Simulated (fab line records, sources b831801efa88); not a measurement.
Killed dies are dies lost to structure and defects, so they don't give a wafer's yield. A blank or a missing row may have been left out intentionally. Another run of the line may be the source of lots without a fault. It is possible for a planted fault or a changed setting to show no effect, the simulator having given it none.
fab line records    flow sky130
record: lots: 14  wafers: 42  last_day: 50
route steps=708 shown SD_P@330 SD_N@348 LI_CONTACT@364
lots untouched by any fault: they come from a run of this same line in which no faults occurred
start_h: hours from the record's first day to the start of the lot's first wafer shown    wait_h: how many hours have passed since the lot's step before this one    " as in the row above    L1.1+2: a single row standing in for several wafers    - value missing, or start not given    * or withheld: withheld    < > ~ a bound
route shown NAME@n: NAME is a module with steps in the file, n the number in the route of the first one    usual: mean/standard deviation of fault-free wafers    same: alike in all rows    chamber/n: place in a boat    sites: the reading at each site    _std_site: the standard deviation of these    _edge_site: mean of outer sites minus mean of inner sites    radius_mm: for every site, how far away it sits from the centre of the wafer    mask NAME#n: copy n    behind: the last tool/chamber to shape the wafer    hold: why the lot was held/for how many hours/how that ended    device: the transistor (n, p or np) that didn't switch    end of line: tests run on the same wafers once the route is complete    a step with no rows: only its recipe    killed: not the wafer's yield, but the dies lost to structure and defects at the first sort    map: a wafer's dies, x killed, . not, _ none there
set.NAME: the setting that was run; set.NAME@STEP: the one run at that earlier step    model.NAME: the simulator's own value behind a step, which no gauge read
one table for each step of the route and one row for each wafer, over a sample of lots
services: when a tool's chamber went out of use (start_h, in hours from the record's first day, below 0 if earlier), for how many hours, and the reason
== steps ==
step: SKY_SD_P_STRIP_10
recipe: chemistry: O2/N2  power_w: 1400  pressure_mtorr: 1500  platen_temp_c: withheld  o2_flow_sccm: 3000  n2_flow_sccm: 300  overash_fraction: 0.5
usual: drypump_motor_current_A: 5.8/0.53  oes_product_au: 0.617/0.0041  strip_time_to_endpoint_s: 17.50/0.045
lot.wafer  tool             chamber  start_h  wait_h  drypump_motor_current_A  oes_product_au  rf_hours_counter_h  strip_time_to_endpoint_s
L155.2     plasma_asher-03  0        579.42   0.1     6.1                      0.615           43                  17.53
L155.3     "                1        "        "       5.1                      0.620           -                   17.57
L155.5     "                1        "        "       5.1                      0.611           -                   17.54
L158.1     plasma_asher-03  0        619.46   0.1     6.1                      0.624           47                  17.52
L158.2     "                1        "        "       5.1                      0.612           47                  17.48
L158.3     "                1        "        "       5.1                      0.618           -                   17.49
L159.1     plasma_asher-03  1        626.96   0.1     5.1                      0.616           48                  17.46
L159.3     "                0        "        "       6.2                      0.619           -                   17.46
L159.6     "                1        "        "       5.1                      0.619           -                   17.45
L168.4     plasma_asher-02  1        698.01   0.1     5.7                      0.623           -                   17.53
L168.5     "                1        "        "       5.8                      0.614           -                   17.51
L168.6     "                0        "        "       5.7                      0.618           -                   17.50
L169.1     plasma_asher-02  1        702.86   0.2     5.8                      0.616           102                 17.47
L169.5     "                1        "        "       5.8                      0.617           -                   17.47
L169.6     "                0        "        "       5.7                      0.610           -                   17.53
L170.2     plasma_asher-03  1        705.32   0.1     5.1                      0.621           56                  17.47
L170.4     "                0        "        "       6.1                      0.624           -                   17.43
L170.5     "                0        "        "       6.1                      0.612           -                   17.49
L171.1     plasma_asher-04  1        715.66   0.1     5.4                      0.617           89                  17.54
L171.2     "                0        "        "       6.7                      0.619           89                  17.50
L171.6     "                1        "        "       5.4                      0.627           -                   17.52
L172.1     plasma_asher-04  0        722.22   0.1     6.6                      0.613           89                  17.51
L172.3     "                0        "        "       6.6                      0.618           -                   17.48
L172.5     "                0        "        "       6.6                      0.615           -                   17.48
L173.2     plasma_asher-04  1        736.57   0.2     5.4                      0.612           91                  17.53
L173.3     "                1        "        "       5.4                      0.617           -                   17.54
L173.4     "                0        "        "       6.6                      0.616           -                   17.50
L174.1     plasma_asher-03  0        757.67   0.1     6.1                      0.609           61                  17.51
L174.4     "                1        "        "       5.1                      0.622           -                   17.55
L174.5     "                0        "        "       6.1                      0.619           -                   17.51
L176.2     plasma_asher-02  0        767.01   0.1     5.7                      0.615           2                   17.53
L176.5     "                1        "        "       5.7                      0.618           -                   17.54
L176.6     "                0        "        "       5.7                      0.614           -                   17.55
L177.1     plasma_asher-03  0        767.31   0.1     6.1                      0.609           62                  17.54
L177.3     "                0        "        "       6.1                      0.623           -                   17.52
L177.5     "                0        "        "       6.1                      0.617           -                   17.55
L175.1     plasma_asher-03  0        770.91   0.1     6.1                      0.620           62                  17.36
L175.4     "                1        "        "       5.1                      0.620           -                   17.41
L175.5     "                0        "        "       6.1                      0.617           -                   17.38
L178.2     plasma_asher-03  0        774.47   0.1     6.1                      0.615           63                  17.56
L178.3     "                1        "        "       5.1                      0.612           -                   17.53
L178.5     "                1        "        "       5.1                      0.620           -                   17.52
step: SKY_SD_P_TW_MEAS_11
usual: SD_P_TW: 2818/18
lot.wafer  tool           chamber  start_h  wait_h  SD_P_TW
L155.2     film_metro-01  -        579.53   0.1     2788
L155.3     "              -        "        "       2764
L155.5     "              -        "        "       2785
L158.1     film_metro-02  -        619.56   0.1     2828
L158.2     "              -        "        "       2846
L158.3     "              -        "        "       2833
L159.1     film_metro-02  -        627.06   0.1     2815
L159.3     "              -        "        "       2815
L159.6     "              -        "        "       2853
L168.4     film_metro-02  -        698.10   0.1     2821
L168.5     "              -        "        "       2821
L168.6     "              -        "        "       2819
L169.1     film_metro-01  -        702.96   0.1     2818
L169.5     "              -        "        "       2811
L169.6     "              -        "        "       2805
L170.2     film_metro-01  -        705.43   0.1     2812
L170.4     "              -        "        "       2797
L170.5     "              -        "        "       2794
L171.1     film_metro-01  -        715.76   0.1     2812
L171.2     "              -        "        "       2809
L171.6     "              -        "        "       2794
L172.1     film_metro-01  -        722.32   0.1     2802
L172.3     "              -        "        "       2775
L172.5     "              -        "        "       2780
L173.2     film_metro-03  -        736.68   0.1     2845
L173.3     "              -        "        "       2844
L173.4     "              -        "        "       2843
L174.1     film_metro-01  -        757.77   0.1     2806
L174.4     "              -        "        "       2793
L174.5     "              -        "        "       2798
L176.2     film_metro-02  -        767.12   0.1     2830
L176.5     "              -        "        "       2806
L176.6     "              -        "        "       2827
L177.1     film_metro-02  -        767.41   0.1     2811
L177.3     "              -        "        "       2821
L177.5     "              -        "        "       2820
L175.1     film_metro-02  -        771.01   0.1     2833
L175.4     "              -        "        "       2816
L175.5     "              -        "        "       2820
L178.2     film_metro-03  -        774.58   0.1     2839
L178.3     "              -        "        "       2851
L178.5     "              -        "        "       2840
step: SKY_SD_N_DEVELOP_06
recipe: resist: NOVOLAK  developer: TMAH  develop_time_s: 60  dev_temp_c: 23
usual: developer_temp_C: 23.01/0.12  exhaust_pa: 45.2/0.91
lot.wafer  tool            chamber  start_h  wait_h  developer_temp_C  exhaust_pa
L155.2     litho_track-02  0        638.08   0.1     22.92             45.6
L155.3     "               0        "        "       23.04             45.6
L155.5     "               0        "        "       22.97             45.2
L158.1     litho_track-04  0        675.51   0.1     24.10             45.1
L158.2     "               0        "        "       24.07             43.6
L158.3     "               0        "        "       24.08             44.0
L159.1     litho_track-04  0        683.81   0.1     23.87             46.2
L159.3     "               0        "        "       23.88             44.0
L159.6     "               0        "        "       24.03             45.2
L168.4     litho_track-04  0        752.54   0.1     22.96             44.4
L168.5     "               0        "        "       22.94             44.7
L168.6     "               0        "        "       23.19             44.7
L169.1     litho_track-04  0        757.26   0.1     23.21             47.2
L169.5     "               0        "        "       23.06             46.5
L169.6     "               0        "        "       23.17             45.9
L170.2     litho_track-02  0        758.59   0.1     22.90             45.5
L170.4     "               0        "        "       22.87             43.7
L170.5     "               0        "        "       22.83             43.7
L171.1     litho_track-01  0        769.62   0.1     22.93             45.1
L171.2     "               0        "        "       23.01             46.9
L171.6     "               0        "        "       22.97             44.5
L172.1     litho_track-04  0        775.41   0.1     23.20             45.8
L172.3     "               0        "        "       23.01             45.7
L172.5     "               0        "        "       23.07             45.6
L173.2     litho_track-04  0        788.84   0.1     23.18             45.7
L173.3     "               0        "        "       22.89             46.2
L173.4     "               0        "        "       23.10             47.0
L174.1     litho_track-01  0        811.17   0.1     23.00             44.8
L174.4     "               0        "        "       22.89             44.5
L174.5     "               0        "        "       23.04             45.3
L176.2     litho_track-04  0        819.24   0.1     23.04             45.9
L176.5     "               0        "        "       23.02             45.7
L176.6     "               0        "        "       23.07             44.8
L177.1     litho_track-02  0        819.91   0.1     22.82             46.2
L177.3     "               0        "        "       22.99             43.8
L177.5     "               0        "        "       22.89             44.8
L175.1     litho_track-02  0        823.41   0.1     23.27             45.6
L175.4     "               0        "        "       23.16             45.4
L175.5     "               0        "        "       23.14             46.2
L178.2     litho_track-04  0        826.44   0.1     23.09             44.5
L178.3     "               0        "        "       23.12             43.5
L178.5     "               0        "        "       23.16             43.6
step: SKY_LI_CONTACT_CMP_02
recipe: material: PSG  down_force_psi: 4  platen_rpm: 60  pad_velocity_m_s: 0.94248
usual: motor_current_A: 12.2/2  time_to_endpoint_s: 35/3.5
lot.wafer  tool    chamber  start_h  wait_h  motor_current_A  time_to_endpoint_s
L155.3     cmp-02  1        639.59   0.0     10.0             33
L155.2     "       0        "        "       10.1             37
L155.5     "       2        "        "       12.8             30
L158.3     cmp-02  2        677.09   0.1     12.1             30
L158.2     "       3        "        "       15.6             32
L158.1     "       0        "        "       10.2             41
L159.3     cmp-02  3        685.44   0.1     16.0             39
L159.1     "       0        "        "       10.6             40
L159.6     "       1        "        "       9.5              41
L168.4     cmp-02  0        754.05   0.1     10.7             37
L168.6     "       0        "        "       10.5             41
L168.5     "       1        "        "       9.7              42
L169.1     cmp-01  3        758.84   0.1     12.5             30
L169.5     "       2        "        "       11.9             30
L169.6     "       3        "        "       13.8             31
L170.2     cmp-02  1        760.16   0.0     9.9              40
L170.4     "       2        "        "       12.6             34
L170.5     "       1        "        "       9.5              40
L171.1     cmp-02  0        771.26   0.1     10.7             41
L171.2     "       1        "        "       10.1             38
L171.6     "       3        "        "       15.2             39
L172.3     cmp-01  2        776.95   0.0     11.8             31
L172.1     "       3        "        "       12.6             32
L172.5     "       3        "        "       12.8             35
L173.3     cmp-02  2        790.34   0.0     12.3             34
L173.4     "       3        "        "       15.8             36
L173.2     "       0        "        "       10.2             40
L174.1     cmp-01  1        812.75   0.1     12.3             33
L174.4     "       3        "        "       12.8             29
L174.5     "       0        "        "       13.4             34
L176.2     cmp-02  3        820.80   0.1     15.1             37
L176.5     "       2        "        "       12.9             31
L176.6     "       3        "        "       15.5             35
L177.1     cmp-02  3        821.49   0.1     15.3             40
L177.3     "       0        "        "       9.7              39
L177.5     "       2        "        "       12.5             31
L175.1     cmp-02  0        824.94   0.1     10.1             37
L175.4     "       1        "        "       9.0              39
L175.5     "       1        "        "       9.6              39
L178.2     cmp-02  0        827.94   0.0     10.4             41
L178.3     "       3        "        "       15.4             39
L178.5     "       0        "        "       10.9             37
== services ==
tool             chamber  start_h  hours  kind
cmp-02           -        561.45   7.9    pm
cmp-02           -        572.29   4.0    pm
cmp-01           -        572.79   1.7    repair
cmp-02           -        576.29   -      consumable_replace:conditioner
cmp-02           -        576.29   -      consumable_replace:pad
cmp-02           -        588.71   0.6    repair
cmp-01           -        609.14   5.0    repair
cmp-02           -        631.75   7.5    repair
cmp-01           -        640.22   0.8    repair
cmp-01           -        643.22   4.8    pm
cmp-02           -        645.85   0.3    repair
cmp-01           -        676.99   0.8    repair
cmp-01           -        683.09   5.9    repair
plasma_asher-02  -        691.70   0.6    repair
litho_track-04   -        709.09   -      consumable_replace:filter
cmp-02           -        719.46   2.6    repair
plasma_asher-02  -        733.75   9.0    pm
cmp-01           -        738.47   2.0    repair
cmp-01           -        753.95   0.7    repair
cmp-01           -        759.44   4.0    pm
plasma_asher-03  -        766.22   1.0    repair
cmp-01           -        768.78   6.8    pm
litho_track-02   -        793.71   -      consumable_replace:filter
plasma_asher-03  -        816.28   0.7    repair
== key ==
first_sign: step: SKY_SD_N_DEVELOP_06  reading: developer_temp_C  direction: up  sigmas: 8.5  usual: *  struck: *
effect none on later readings
met_at SKY_SD_N_DEVELOP_06
struck_lots L158,L159
sort_left_out L158.1,L158.2,L158.3
tester_left_out L158,L159
not_acting_at SKY_SD_P_STRIP_10,SKY_SD_P_TW_MEAS_11,SKY_LI_CONTACT_CMP_02
fault: kind: process_parameter_drift  tool: litho_track-04  chamber: -  onset_h: 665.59  steps: SKY_SD_N_DEVELOP_06  channel: dev_temp_c  offset: *  shape: step  end_h: 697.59  acts_in: *  stated: *
tester_left_out: of these lots the tester's yield and bins aren't shown, on N5 and GAA mostly nor the transistor test; their killed dies are dies lost to structure and defects alone, not to doping, threshold or leakage, so they don't give the yield
sort_left_out: the simulated sort isn't trusted on such a fault, so these wafers' sort isn't shown, and their yield isn't known
